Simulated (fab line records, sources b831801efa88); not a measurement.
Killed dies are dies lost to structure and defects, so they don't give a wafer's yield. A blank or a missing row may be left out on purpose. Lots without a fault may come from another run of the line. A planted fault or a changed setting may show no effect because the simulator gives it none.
Problem report in the 8D (eight disciplines) form, filled by code | flow sky130 | the parts of the form that need people (team, actions taken, sign-off) are left out

1. THE PROBLEM
killed_at_contacts at SKY_PAD_OPEN_PROBE_99 reads a mean of 53 on 3 wafers of 2 lots; wafers without a fault read 24 with a standard deviation of 5.2. That is +5.6 standard deviations from the usual mean.
First seen on wafer L131.4, day 49 14:31, on prober-02. The record holds 41 wafers of 14 lots with a number at this step. Rule for "out", or "out of limits": more than 4 standard deviations from the usual mean. The other wafers with a number count as sound.

2. WHAT IT IS AND WHAT IT IS NOT
question                    | is                     | is not
which readings at this step | killed_at_contacts     | killed_at_M0_to_M3, killed_at_M4_up, killed_at_front_end, killed_at_other, killed_open, killed_short
which lots                  | L131, L133             | L116, L117, L118, L120, L121, L122, L125, L127, L132, L134, L136, L137
which wafers of those lots  | L131.4, L133.3, L133.6 | L131.3, L133.4
read on which tools         | prober-02              | prober-01
when                        | from day 49 14:31      | up to then (25 sound wafers); but 13 sound wafers of L132, L133, L134, L136, L137 came after

3. SUSPECTS, AND WHAT RULES EACH OUT
Counting: a tool at a process step up to the reading stays a suspect if it ran every lot that is out. Sound lots after the first of them don't rule it out here, since some wafers of a struck lot are sound.
- pecvd-03 at SKY_CONTACT_CVD_00 (deposits Si3N4, target thk 75 nm): kept. It ran every lot that is out, first L131 (day 35 15:57); its last sound lot up to then is L127 (day 34 09:09).
- prober-02 at SKY_PAD_OPEN_PROBE_99: kept. It ran every lot that is out, first L131 (day 49 14:28); its last sound lot up to then is L127 (day 48 15:23). Its own readings are out on those wafers: killed_at_contacts.
- Within pecvd-03 at SKY_CONTACT_CVD_00: the wafers that are out ran in chamber 2; their sound lot-mates ran in chambers 0, 1.
Left after counting: pecvd-03 at SKY_CONTACT_CVD_00, prober-02 at SKY_PAD_OPEN_PROBE_99.

4. THE CAUSE (what the simulator had put in)
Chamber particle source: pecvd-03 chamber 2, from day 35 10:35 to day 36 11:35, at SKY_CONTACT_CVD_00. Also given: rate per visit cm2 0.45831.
Counting left 2 suspects, and this tool is among them.

5. THE CHAIN OF EFFECTS, in route order
Each row: a reading whose mean over the struck wafers that have a number lies more than 3 standard deviations from the usual. Only readings for which the record gives a usual standard deviation are gone through. hours: the time from each lot's start at the first step in this table that gives one to its start at this step, as a median over the lots. sigmas: the change in usual standard deviations.
hours | step                  | reading            | usual | on struck wafers | change | sigmas
0     | SKY_PAD_OPEN_PROBE_99 | killed_at_contacts | 24    | 53               | +29    | +5.6
The process steps in it:
- SKY_PAD_OPEN_PROBE_99

6. WHAT WOULD HAVE CAUGHT IT SOONER
In this record the first reading out of limits was taken at day 49 14:31, 340 hours after the fault began at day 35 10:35.
Of the tool readings at SKY_CONTACT_CVD_00 for which the record gives a usual standard deviation, none was out on any struck wafer, so an alarm limit of 4 standard deviations on them would not have fired.
All the lots that are out (2) had begun SKY_CONTACT_CVD_00 on pecvd-03 by day 49 14:31. A hold on the tool at that time would have spared none of them.
